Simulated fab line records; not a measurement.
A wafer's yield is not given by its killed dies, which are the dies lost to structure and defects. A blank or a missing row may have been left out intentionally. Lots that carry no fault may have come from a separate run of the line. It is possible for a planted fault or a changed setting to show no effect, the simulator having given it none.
fab line records | flow sky130
record lots=6 | wafers=18 | last-day=50
route steps=708 shown VT_ADJUST_LVTN@104 VT_ADJUST_NCORE@119 PAD_OPEN@708
lots untouched by any fault: they come from a run of this same line in which no faults occurred
start-h: hours from the record's first day to the start of the lot's first wafer shown | wait-h: how many hours have passed since the lot's step before this one | " as in the row above | L1.1+2: one row covering several wafers at once | - no value, or no start given | * or withheld: withheld | < > ~ a bound
route shown NAME@n: NAME is a module with steps in the file, n the number in the route of the first one | usual: mean and standard deviation over wafers with no fault | same: alike in all rows | chamber/n: place in a boat | sites: per-site readings | _std_site: the standard deviation of these | _edge_site: mean of outer sites minus mean of inner sites | radius-mm: how far each site lies from the wafer's centre | mask NAME#n: copy n | behind: the most recent tool/chamber to have shaped the wafer | hold: why the lot was held/for how many hours/how that ended | device: transistor that didn't switch, given as n, p or np | end of line: tests run on the same wafers once the route is complete | step lacking rows: just its recipe | killed: dies lost to structure and defects at the first sort, not the wafer's yield | map: dies across one wafer; x = killed, . = not, _ = none there
set.NAME: the setting the step ran with; set.NAME@STEP: the setting that earlier step ran with | model.NAME: the simulator's own value behind a step, which no gauge read
lots at selected steps of the route; one table per step, one row per wafer
services: from which hour (start-h, from the record's first day; less than 0 if before it) a tool's chamber was out of use, for how many hours, and why
## steps
# step SKY_VT_ADJUST_LVTN_OVL_MEAS_07
# usual VT_ADJUST_LVTN_OVL=0.0/1.6
lot.wafer | tool       | chamber | start-h | wait-h | VT_ADJUST_LVTN_OVL[nm]
L954.1    | overlay-01 | -       | 144.60  | -      | 1.0
L954.3    | "          | -       | "       | "      | 1.4
L954.6    | "          | -       | "       | "      | 2.3
L961.1    | overlay-02 | -       | 204.48  | -      | -0.2
L961.3    | "          | -       | "       | "      | 0.1
L961.6    | "          | -       | "       | "      | -0.9
L963.1    | overlay-01 | -       | 213.74  | -      | 0.7
L963.2    | "          | -       | "       | "      | 0.3
L963.4    | "          | -       | "       | "      | -1.0
L962.2    | overlay-01 | -       | 215.64  | -      | 2.1
L962.3    | "          | -       | "       | "      | 1.0
L962.4    | "          | -       | "       | "      | 3.2
L965.1    | overlay-01 | -       | 224.35  | -      | -0.3
L965.5    | "          | -       | "       | "      | 1.4
L965.6    | "          | -       | "       | "      | 0.9
L976.1    | overlay-02 | -       | 297.83  | -      | 0.9
L976.2    | "          | -       | "       | "      | 1.1
L976.4    | "          | -       | "       | "      | 0.1
# step SKY_VT_ADJUST_LVTN_IMPLANT_08
# recipe species=B | energy-kev=30 | dose-cm2=1.57e+12 | tilt-deg=withheld
# step SKY_VT_ADJUST_LVTN_STRIP_09
# recipe chemistry=O2/N2 | power-w=1400 | pressure-mtorr=1500 | platen-temp-c=withheld | o2-flow-sccm=3000 | n2-flow-sccm=300 | overash-fraction=0.5
# usual chamber-pressure-mTorr=1499.8/1.3 | drypump-motor-current-A=5.5/0.4 | oes-product-au=0.722/0.0047 | strip-time-to-endpoint-s=36.89/0.088
# same overash-fraction=0.5
lot.wafer | tool            | chamber | start-h | wait-h | chamber-pressure-mTorr | drypump-motor-current-A | oes-product-au | rf-hours-counter-h | strip-time-to-endpoint-s
L954.1    | plasma-asher-01 | 1       | 144.79  | 0.1    | 1498.4                 | 5.8                     | 0.719          | 3                  | 36.96
L954.3    | "               | 0       | "       | "      | 1498.1                 | 5.3                     | 0.729          | -                  | 37.05
L954.6    | "               | 1       | "       | "      | 1498.8                 | 5.9                     | 0.717          | -                  | 36.99
L961.1    | plasma-asher-03 | 1       | 204.67  | 0.1    | 1500.9                 | 5.9                     | 0.726          | 52                 | 36.99
L961.3    | "               | 0       | "       | "      | 1498.6                 | 5.8                     | 0.729          | -                  | 36.97
L961.6    | "               | 0       | "       | "      | 1498.2                 | 5.8                     | 0.715          | -                  | 36.94
L963.1    | plasma-asher-01 | 1       | 213.92  | 0.1    | 1502.4                 | 5.8                     | 0.721          | 9                  | 36.70
L963.2    | "               | 0       | "       | "      | 1501.3                 | 5.3                     | 0.720          | 9                  | 36.74
L963.4    | "               | 1       | "       | "      | 1498.5                 | 5.8                     | 0.725          | -                  | 36.69
L962.2    | plasma-asher-01 | 1       | 215.82  | 0.1    | 1501.0                 | 5.8                     | 0.717          | 9                  | 36.90
L962.3    | "               | 0       | "       | "      | 1498.1                 | 5.3                     | 0.726          | -                  | 37.01
L962.4    | "               | 1       | "       | "      | 1501.2                 | 5.8                     | 0.731          | -                  | 36.99
L965.1    | plasma-asher-02 | 1       | 224.54  | 0.1    | 1498.6                 | 4.9                     | 0.716          | 54                 | 36.88
L965.5    | "               | 0       | "       | "      | 1502.4                 | 5.0                     | 0.730          | -                  | 36.93
L965.6    | "               | 1       | "       | "      | 1500.6                 | 5.0                     | 0.734          | -                  | 36.93
L976.1    | plasma-asher-02 | 1       | 298.02  | 0.1    | 1500.1                 | 4.9                     | 0.726          | 62                 | 36.82
L976.2    | "               | 0       | "       | "      | 1498.4                 | 5.0                     | 0.724          | 62                 | 36.83
L976.4    | "               | 0       | "       | "      | 1498.9                 | 5.0                     | 0.723          | -                  | 36.79
# step SKY_VT_ADJUST_LVTN_TW_MEAS_10
# usual VT_ADJUST_LVTN_TW=239.1/2.6
lot.wafer | tool          | chamber | start-h | wait-h | VT_ADJUST_LVTN_TW
L954.1    | film-metro-01 | -       | 144.89  | 0.1    | 240.4
L954.3    | "             | -       | "       | "      | 241.0
L954.6    | "             | -       | "       | "      | 240.8
L961.1    | film-metro-04 | -       | 204.77  | 0.1    | 238.5
L961.3    | "             | -       | "       | "      | 239.1
L961.6    | "             | -       | "       | "      | 238.2
L963.1    | film-metro-01 | -       | 214.02  | 0.1    | 241.9
L963.2    | "             | -       | "       | "      | 240.7
L963.4    | "             | -       | "       | "      | 241.4
L962.2    | film-metro-01 | -       | 215.93  | 0.1    | 241.4
L962.3    | "             | -       | "       | "      | 241.6
L962.4    | "             | -       | "       | "      | 240.3
L965.1    | film-metro-02 | -       | 224.64  | 0.1    | 241.4
L965.5    | "             | -       | "       | "      | 240.7
L965.6    | "             | -       | "       | "      | 239.9
L976.1    | film-metro-04 | -       | 298.12  | 0.1    | 234.7
L976.2    | "             | -       | "       | "      | 236.0
L976.4    | "             | -       | "       | "      | 234.9
# step SKY_VT_ADJUST_LVTN_DEHYDRATE_11
# recipe temp-c=200 | time-s=60
# step SKY_VT_ADJUST_LVTN_HMDS_12
# recipe prime-time-s=60 | prime-temp-c=120
# step SKY_VT_ADJUST_LVTN_COAT_13
# recipe resist=NOVOLAK | spin-rpm=3000 | resist-thk-nm=1140
# step SKY_VT_ADJUST_LVTN_SOFTBAKE_14
# recipe temp-c=90 | time-s=60 | resist=NOVOLAK
# step SKY_VT_ADJUST_LVTN_EXPOSE_15
# recipe mask-id=HVN_STD_DERIVED | na=0.6 | source-shape=conventional | sigma-outer=0.6 | polarization=unpolarized | target-cd-nm=600 | dose-mj=163
# step SKY_VT_ADJUST_LVTN_PEB_16
# recipe temp-c=withheld | time-s=* | resist=NOVOLAK
# step SKY_VT_ADJUST_LVTN_DEVELOP_17
# recipe resist=NOVOLAK | developer=TMAH | develop-time-s=60 | dev-temp-c=23
# step SKY_VT_ADJUST_LVTN_OVL_MEAS_18
# usual VT_ADJUST_LVTN_01_OVL=-1.0/1.2
lot.wafer | tool       | chamber | start-h | wait-h | VT_ADJUST_LVTN_01_OVL[nm]
L954.1    | overlay-02 | -       | 164.40  | 0.1    | -1.0
L954.3    | "          | -       | "       | "      | -0.3
L954.6    | "          | -       | "       | "      | -3.4
L961.1    | overlay-01 | -       | 226.08  | 0.1    | -3.5
L961.3    | "          | -       | "       | "      | -2.2
L961.6    | "          | -       | "       | "      | -4.2
L963.1    | overlay-02 | -       | 235.98  | 0.1    | -1.0
L963.2    | "          | -       | "       | "      | -0.7
L963.4    | "          | -       | "       | "      | -0.2
L962.2    | overlay-01 | -       | 238.19  | 0.1    | -2.0
L962.3    | "          | -       | "       | "      | -1.9
L962.4    | "          | -       | "       | "      | -3.3
L965.1    | overlay-01 | -       | 246.63  | 0.1    | -1.0
L965.5    | "          | -       | "       | "      | 0.1
L965.6    | "          | -       | "       | "      | -2.5
L976.1    | overlay-02 | -       | 324.23  | 0.1    | -0.1
L976.2    | "          | -       | "       | "      | -2.1
L976.4    | "          | -       | "       | "      | -2.8
# step SKY_VT_ADJUST_LVTN_IMPLANT_19
# recipe species=B | energy-kev=30 | dose-cm2=6.5e+11 | tilt-deg=withheld
# usual dose-ions-cm2=6.5e+11/6e+08 | faraday-current-uA=3.65/0.074
lot.wafer | tool         | chamber | start-h | wait-h | dose-ions-cm2 | faraday-current-uA
L954.1    | implanter-04 | 0       | 164.44  | 0.0    | 6.499e+11     | 3.81
L954.3    | "            | 0       | "       | "      | 6.501e+11     | 3.67
L954.6    | "            | 0       | "       | "      | 6.502e+11     | 3.74
L961.1    | implanter-02 | 0       | 226.12  | 0.0    | 6.49e+11      | 3.77
L961.3    | "            | 0       | "       | "      | 6.488e+11     | 3.71
L961.6    | "            | 0       | "       | "      | 6.493e+11     | 3.69
L963.1    | implanter-02 | 0       | 236.02  | 0.0    | 9.476e+11     | 5.24
L963.2    | "            | 0       | "       | "      | 9.486e+11     | 5.64
L963.4    | "            | 0       | "       | "      | 9.477e+11     | 5.18
L962.2    | implanter-02 | 0       | 238.25  | 0.0    | 9.477e+11     | 5.29
L962.3    | "            | 0       | "       | "      | 9.478e+11     | 5.39
L962.4    | "            | 0       | "       | "      | 9.48e+11      | 5.42
L965.1    | implanter-03 | 0       | 246.67  | 0.0    | 6.49e+11      | 3.63
L965.5    | "            | 0       | "       | "      | 6.489e+11     | 3.72
L965.6    | "            | 0       | "       | "      | 6.494e+11     | 3.72
L976.1    | implanter-04 | 0       | 324.27  | 0.0    | 6.508e+11     | 3.66
L976.2    | "            | 0       | "       | "      | 6.509e+11     | 3.60
L976.4    | "            | 0       | "       | "      | 6.501e+11     | 3.65
# step SKY_VT_ADJUST_LVTN_STRIP_20
# recipe chemistry=O2/N2 | power-w=1400 | pressure-mtorr=1500 | platen-temp-c=withheld | o2-flow-sccm=3000 | n2-flow-sccm=300 | overash-fraction=0.5
# usual chamber-pressure-mTorr=1499.7/1.3 | drypump-motor-current-A=5.5/0.38 | oes-product-au=0.716/0.0046 | strip-time-to-endpoint-s=14.17/0.036
# same overash-fraction=0.5
lot.wafer | tool            | chamber | start-h | wait-h | chamber-pressure-mTorr | drypump-motor-current-A | oes-product-au | rf-hours-counter-h | strip-time-to-endpoint-s
L954.1    | plasma-asher-02 | 0       | 164.59  | 0.1    | 1498.5                 | 5.0                     | 0.718          | 48                 | 14.14
L954.3    | "               | 1       | "       | "      | 1501.5                 | 4.9                     | 0.718          | -                  | 14.12
L954.6    | "               | 0       | "       | "      | 1501.8                 | 5.0                     | 0.715          | -                  | 14.09
L961.1    | plasma-asher-03 | 1       | 226.27  | 0.1    | 1499.3                 | 6.0                     | 0.718          | 55                 | 14.14
L961.3    | "               | 1       | "       | "      | 1499.4                 | 6.0                     | 0.717          | -                  | 14.17
L961.6    | "               | 0       | "       | "      | 1499.2                 | 5.8                     | 0.713          | -                  | 14.13
L963.1    | plasma-asher-02 | 0       | 236.17  | 0.1    | 1497.1                 | 5.0                     | 0.712          | 56                 | 14.13
L963.2    | "               | 1       | "       | "      | 1499.6                 | 4.9                     | 0.720          | 56                 | 14.17
L963.4    | "               | 1       | "       | "      | 1499.4                 | 4.9                     | 0.711          | -                  | 14.17
L962.2    | plasma-asher-03 | 0       | 238.37  | 0.1    | 1502.6                 | 5.8                     | 0.714          | 56                 | 14.19
L962.3    | "               | 1       | "       | "      | 1499.0                 | 5.9                     | 0.718          | -                  | 14.21
L962.4    | "               | 0       | "       | "      | 1499.7                 | 5.8                     | 0.718          | -                  | 14.15
L965.1    | plasma-asher-03 | 1       | 246.82  | 0.1    | 1501.6                 | 5.9                     | 0.715          | 57                 | 14.15
L965.5    | "               | 1       | "       | "      | 1498.0                 | 5.9                     | 0.716          | -                  | 14.22
L965.6    | "               | 0       | "       | "      | 1499.8                 | 5.8                     | 0.708          | -                  | 14.15
L976.1    | plasma-asher-03 | 0       | 324.42  | 0.1    | 1500.0                 | 5.8                     | 0.716          | 63                 | 14.17
L976.2    | "               | 1       | "       | "      | 1497.6                 | 5.9                     | 0.724          | 63                 | 14.14
L976.4    | "               | 0       | "       | "      | 1499.8                 | 5.8                     | 0.721          | -                  | 14.15
# step SKY_VT_ADJUST_LVTN_TW_MEAS_21
# usual VT_ADJUST_LVTN_2_TW=187.3/1.8
lot.wafer | tool          | chamber | start-h | wait-h | VT_ADJUST_LVTN_2_TW
L954.1    | film-metro-01 | -       | 164.69  | 0.1    | 186.7
L954.3    | "             | -       | "       | "      | 187.1
L954.6    | "             | -       | "       | "      | 188.5
L961.1    | film-metro-01 | -       | 226.37  | 0.1    | 188.8
L961.3    | "             | -       | "       | "      | 188.7
L961.6    | "             | -       | "       | "      | 189.5
L963.1    | film-metro-01 | -       | 236.27  | 0.1    | 209.7
L963.2    | "             | -       | "       | "      | 209.4
L963.4    | "             | -       | "       | "      | 209.5
L962.2    | film-metro-01 | -       | 238.48  | 0.1    | 208.3
L962.3    | "             | -       | "       | "      | 209.6
L962.4    | "             | -       | "       | "      | 209.4
L965.1    | film-metro-02 | -       | 246.92  | 0.1    | 187.1
L965.5    | "             | -       | "       | "      | 187.1
L965.6    | "             | -       | "       | "      | 185.8
L976.1    | film-metro-01 | -       | 324.52  | 0.1    | 187.2
L976.2    | "             | -       | "       | "      | 186.9
L976.4    | "             | -       | "       | "      | 187.8
# step SKY_VT_ADJUST_NCORE_DEHYDRATE_00
# recipe temp-c=200 | time-s=60
# step SKY_PAD_OPEN_PROBE_99
# usual killed_at_M0_to_M3=43/6.5 | killed_at_M4_up=3.1/1.8 | killed-at-contacts=24/4.8 | killed-at-front-end=15/4.7 | killed-at-other=0.3/0.58 | killed-dies=86/8.6 | killed-on-rim=17/4.1 | killed-open=47/6.7 | killed-short=39/6.1
# same gross-dies=492 | killed-at-back-side=0
lot.wafer | tool      | chamber | start-h | wait-h | killed_at_M0_to_M3 | killed_at_M4_up | killed-at-contacts | killed-at-front-end | killed-at-other | killed-dies | killed-on-rim | killed-open | killed-short | model.etest.res-pwell-under-gate.rs-ohm-sq | model.etest.tip_n_5v.rs-ohm-sq | model.etest.nfet-g5v0d10v5.body-rise-v | model.etest.nfet_16v.body-rise-v | model.etest.nfet-g5v0d10v5.vt-sat-v | model.etest.nfet-g5v0d10v5.vt-v | model.etest.nfet_16v.vt-v | model.etest.nfet-g5v0d10v5.vt-long-v
L954.1    | prober-01 | -       | 1075.70 | 0.1    | 50                 | 0               | 27                 | 21                  | 1               | 99          | 17            | 46          | 53           | 2257                                       | 1361                           | 0.6561                                 | 0.6509                           | 0.7583                              | 0.8151                          | 0.7592                    | 0.8052
L954.3    | prober-01 | -       | 1075.80 | 0.2    | 36                 | 3               | 28                 | 17                  | 0               | 84          | 18            | 42          | 42           | 2252                                       | 1365                           | 0.6584                                 | 0.6518                           | 0.7593                              | 0.8179                          | 0.7575                    | 0.8056
L954.6    | prober-01 | -       | 1075.95 | 0.2    | 42                 | 2               | 25                 | 19                  | 2               | 90          | 18            | 47          | 43           | 2256                                       | 1359                           | 0.6478                                 | 0.643                            | 0.7577                              | 0.8142                          | 0.7561                    | 0.7953
L961.1    | prober-02 | -       | 1134.96 | 0.1    | 45                 | 1               | 30                 | 12                  | 0               | 88          | 26            | 45          | 43           | 2280                                       | 1362                           | 0.6866                                 | 0.6804                           | 0.765                               | 0.8305                          | 0.7853                    | 0.8293
L961.3    | prober-02 | -       | 1135.06 | 0.2    | 53                 | 2               | 23                 | 15                  | 0               | 93          | 18            | 50          | 43           | 2268                                       | 1358                           | 0.6891                                 | 0.6825                           | 0.7832                              | 0.8466                          | 0.7972                    | 0.84
L961.6    | prober-02 | -       | 1135.21 | 0.2    | 42                 | 4               | 31                 | 13                  | 0               | 90          | 17            | 49          | 41           | 2281                                       | 1361                           | 0.6857                                 | 0.6779                           | 0.7657                              | 0.8287                          | 0.7833                    | 0.8281
L963.1    | prober-01 | -       | 1141.03 | 0.1    | 40                 | 3               | 19                 | 10                  | 0               | 72          | 25            | 39          | 33           | 2231                                       | 1414                           | 0.7107                                 | 0.7033                           | 0.7984                              | 0.8499                          | 0.7918                    | 0.8379
L963.2    | prober-01 | -       | 1141.08 | 0.1    | 45                 | 5               | 15                 | 15                  | 0               | 80          | 19            | 46          | 34           | 2225                                       | 1409                           | 0.7197                                 | 0.7137                           | 0.807                               | 0.8614                          | 0.7989                    | 0.841
L963.4    | prober-01 | -       | 1141.18 | 0.2    | 40                 | 3               | 29                 | 12                  | 0               | 84          | 17            | 48          | 36           | 2220                                       | 1414                           | 0.7053                                 | 0.7024                           | 0.7843                              | 0.8359                          | 0.7804                    | 0.8234
L962.2    | prober-01 | -       | 1143.48 | 0.1    | 41                 | 4               | 32                 | 10                  | 0               | 87          | 13            | 55          | 32           | 2214                                       | 1396                           | 0.7278                                 | 0.7202                           | 0.7994                              | 0.8524                          | 0.7976                    | 0.8427
L962.3    | prober-01 | -       | 1143.53 | 0.2    | 37                 | 2               | 20                 | 16                  | 0               | 75          | 13            | 43          | 32           | 2211                                       | 1402                           | 0.7239                                 | 0.7186                           | 0.798                               | 0.851                           | 0.7925                    | 0.8365
L962.4    | prober-01 | -       | 1143.58 | 0.2    | 47                 | 3               | 28                 | 22                  | 1               | 101         | 20            | 46          | 55           | 2224                                       | 1401                           | 0.7149                                 | 0.7105                           | 0.7921                              | 0.8465                          | 0.7852                    | 0.8311
L965.1    | prober-01 | -       | 1145.41 | 0.1    | 28                 | 1               | 22                 | 25                  | 0               | 76          | 16            | 39          | 37           | 2258                                       | 1376                           | 0.6762                                 | 0.6703                           | 0.7562                              | 0.812                           | 0.754                     | 0.799
L965.5    | prober-01 | -       | 1145.61 | 0.2    | 44                 | 1               | 23                 | 21                  | 0               | 89          | 18            | 52          | 37           | 2267                                       | 1388                           | 0.6742                                 | 0.6696                           | 0.7548                              | 0.8139                          | 0.7601                    | 0.8013
L965.6    | prober-01 | -       | 1145.66 | 0.2    | 48                 | 2               | 25                 | 28                  | 0               | 103         | 22            | 62          | 41           | 2278                                       | 1386                           | 0.6847                                 | 0.677                            | 0.7581                              | 0.8173                          | 0.7604                    | 0.8028
L976.1    | prober-01 | -       | 1200.19 | 0.1    | 37                 | 3               | 22                 | 16                  | 0               | 78          | 13            | 42          | 36           | 2258                                       | 1379                           | 0.6721                                 | 0.6668                           | 0.7668                              | 0.831                           | 0.7756                    | 0.8187
L976.2    | prober-01 | -       | 1200.24 | 0.1    | 34                 | 1               | 23                 | 18                  | 0               | 76          | 13            | 39          | 37           | 2262                                       | 1371                           | 0.6706                                 | 0.6643                           | 0.7604                              | 0.8196                          | 0.7685                    | 0.8133
L976.4    | prober-01 | -       | 1200.34 | 0.2    | 44                 | 1               | 24                 | 15                  | 0               | 84          | 19            | 46          | 38           | 2268                                       | 1364                           | 0.6695                                 | 0.6647                           | 0.7696                              | 0.8277                          | 0.7735                    | 0.8166
# killed by level:class
L954.1 FIELD_ISO:geometric-particle:short=8 CONTACT:geometric-particle:open=8 VIA2:geometric-particle:open=8 METAL2:geometric-particle:short=7 VIA1:geometric-particle:open=7 VIA3:geometric-particle:short=7 LI_CONTACT:geometric-particle:short=6 LI_CONTACT:geometric-particle:open=6
L954.3 CONTACT:geometric-particle:open=10 POLY_GATE:geometric-particle:short=8 VIA1:geometric-particle:open=8 LI_CONTACT:geometric-particle:open=7 LI_CONTACT:geometric-particle:short=5 VIA3:geometric-particle:open=5 METAL2:geometric-particle:open=4 VIA1:geometric-particle:short=4
L954.6 CONTACT:geometric-particle:open=9 VIA1:geometric-particle:short=8 METAL2:geometric-particle:short=8 VIA3:geometric-particle:open=8 VIA1:geometric-particle:open=7 LI_CONTACT:geometric-particle:open=6 FIELD_ISO:geometric-particle:open=5 LOCAL_INTERCONNECT:geometric-particle:short=5
L961.1 METAL2:geometric-particle:short=13 CONTACT:geometric-particle:open=13 VIA3:geometric-particle:open=8 VIA2:geometric-particle:open=6 LI_CONTACT:geometric-particle:open=6 LOCAL_INTERCONNECT:geometric-particle:short=6 FIELD_ISO:geometric-particle:open=4 METAL3:geometric-particle:short=4
L961.3 VIA1:geometric-particle:open=12 VIA3:geometric-particle:open=8 METAL1:geometric-particle:short=8 LI_CONTACT:geometric-particle:open=7 VIA2:geometric-particle:open=7 CONTACT:geometric-particle:open=6 CONTACT:geometric-particle:short=5 VIA1:geometric-particle:short=5
L961.6 CONTACT:geometric-particle:open=11 VIA2:geometric-particle:open=11 LI_CONTACT:geometric-particle:open=9 METAL2:geometric-particle:short=8 FIELD_ISO:geometric-particle:open=7 LI_CONTACT:geometric-particle:short=5 METAL1:geometric-particle:short=5 VIA1:geometric-particle:open=5
L963.1 VIA1:geometric-particle:open=8 METAL1:geometric-particle:short=6 VIA3:geometric-particle:open=6 VIA2:geometric-particle:open=5 CONTACT:geometric-particle:open=5 CONTACT:geometric-particle:short=5 LI_CONTACT:geometric-particle:open=4 METAL2:geometric-particle:short=4
L963.2 VIA1:geometric-particle:open=14 VIA3:geometric-particle:open=8 CONTACT:geometric-particle:open=8 METAL1:geometric-particle:short=5 FIELD_ISO:geometric-particle:open=4 POLY_GATE:geometric-particle:open=4 METAL4:geometric-particle:short=4 FIELD_ISO:geometric-particle:short=3
L963.4 VIA1:geometric-particle:open=12 CONTACT:geometric-particle:open=11 METAL1:geometric-particle:short=7 LI_CONTACT:geometric-particle:open=7 VIA1:geometric-particle:short=5 METAL2:geometric-particle:short=5 CONTACT:geometric-particle:short=5 VIA3:geometric-particle:open=5
L962.2 VIA1:geometric-particle:open=14 CONTACT:geometric-particle:open=11 VIA3:geometric-particle:open=10 LI_CONTACT:geometric-particle:open=9 CONTACT:geometric-particle:short=7 FIELD_ISO:geometric-particle:short=5 LOCAL_INTERCONNECT:geometric-particle:short=4 VIA2:geometric-particle:open=4
L962.3 VIA1:geometric-particle:open=10 FIELD_ISO:geometric-particle:short=7 CONTACT:geometric-particle:short=7 VIA2:geometric-particle:open=7 CONTACT:geometric-particle:open=6 VIA3:geometric-particle:open=6 LOCAL_INTERCONNECT:geometric-particle:open=3 METAL1:geometric-particle:short=3
L962.4 CONTACT:geometric-particle:open=15 VIA1:geometric-particle:short=8 CONTACT:geometric-particle:short=8 METAL2:geometric-particle:short=8 METAL3:geometric-particle:short=7 FIELD_ISO:geometric-particle:open=5 FIELD_ISO:geometric-particle:short=5 SPACER:geometric-particle:short=5
L965.1 CONTACT:geometric-particle:open=9 FIELD_ISO:geometric-particle:short=8 VIA1:geometric-particle:open=7 FIELD_ISO:geometric-particle:open=6 METAL1:geometric-particle:short=6 VIA3:geometric-particle:open=6 POLY_GATE:geometric-particle:short=5 LI_CONTACT:geometric-particle:open=4
L965.5 VIA1:geometric-particle:open=12 VIA3:geometric-particle:open=10 FIELD_ISO:geometric-particle:short=7 FIELD_ISO:geometric-particle:open=7 LI_CONTACT:geometric-particle:open=7 CONTACT:geometric-particle:open=6 CONTACT:geometric-particle:short=5 VIA3:geometric-particle:short=5
L965.6 VIA1:geometric-particle:open=12 CONTACT:geometric-particle:open=12 FIELD_ISO:geometric-particle:open=10 VIA1:geometric-particle:short=7 LI_CONTACT:geometric-particle:open=7 METAL2:geometric-particle:short=7 POLY_GATE:geometric-particle:open=6 FIELD_ISO:geometric-particle:short=5
L976.1 VIA1:geometric-particle:open=8 POLY_GATE:geometric-particle:open=7 VIA2:geometric-particle:open=7 CONTACT:geometric-particle:short=6 CONTACT:geometric-particle:open=6 VIA1:geometric-particle:short=6 VIA3:geometric-particle:open=6 LI_CONTACT:geometric-particle:open=5
L976.2 POLY_GATE:geometric-particle:open=8 VIA1:geometric-particle:open=8 CONTACT:geometric-particle:short=6 METAL2:geometric-particle:short=6 VIA2:geometric-particle:open=6 LI_CONTACT:geometric-particle:open=5 VIA3:geometric-particle:short=4 LI_CONTACT:geometric-particle:short=4
L976.4 CONTACT:geometric-particle:open=9 VIA2:geometric-particle:open=8 VIA1:geometric-particle:open=8 METAL2:geometric-particle:short=8 LI_CONTACT:geometric-particle:open=6 VIA3:geometric-particle:open=5 POLY_GATE:geometric-particle:open=4 LOCAL_INTERCONNECT:geometric-particle:short=4
## services
tool            | chamber | start-h | hours | kind
plasma-asher-02 | -       | 129.05  | 0.7   | repair
implanter-02    | -       | 129.64  | 4.4   | pm
implanter-02    | -       | 148.62  | 2.8   | repair
implanter-03    | -       | 162.59  | 3.6   | pm
implanter-02    | -       | 173.09  | 5.6   | repair
implanter-04    | -       | 207.75  | 8.5   | repair
plasma-asher-03 | -       | 261.69  | 14.6  | pm
implanter-04    | -       | 292.84  | 6.4   | pm
implanter-02    | -       | 305.81  | 3.9   | repair
plasma-asher-01 | -       | 310.31  | 49.4  | repair
## key
first-sign step=SKY_VT_ADJUST_LVTN_IMPLANT_19 | reading=dose-ions-cm2 | direction=up | sigmas=99+ | usual=* | struck=*
effect step=SKY_VT_ADJUST_LVTN_IMPLANT_19 | reading=faraday-current-uA | direction=up | sigmas=23 | usual=3.65 | struck=5.36
effect step=SKY_VT_ADJUST_LVTN_TW_MEAS_21 | reading=VT_ADJUST_LVTN_2_TW | direction=up | sigmas=12 | usual=187.3 | struck=209.3
model-effect step=SKY_PAD_OPEN_PROBE_99 | value=etest.res-pwell-under-gate.rs-ohm-sq | without=2273 | struck=2221
met-at SKY_VT_ADJUST_LVTN_IMPLANT_19
struck-wafers L962.2,L962.3,L962.4,L963.1,L963.2,L963.4
tester-left-out L962,L963
onset-between 226.12 236.02
fault kind=process-parameter-drift | tool=implanter-02 | chamber=- | onset-h=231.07 | steps=SKY_VT_ADJUST_LVTN_IMPLANT_19 | channel=dose-cm2 | offset=* | shape=step | end-h=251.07 | acts-in=* | stated=*
# tester-left-out: of these lots the tester's yield and bins aren't shown, on N5 and GAA mostly nor the transistor test; their killed dies are dies lost to structure and defects alone, not to doping, threshold or leakage, so they don't give the yield
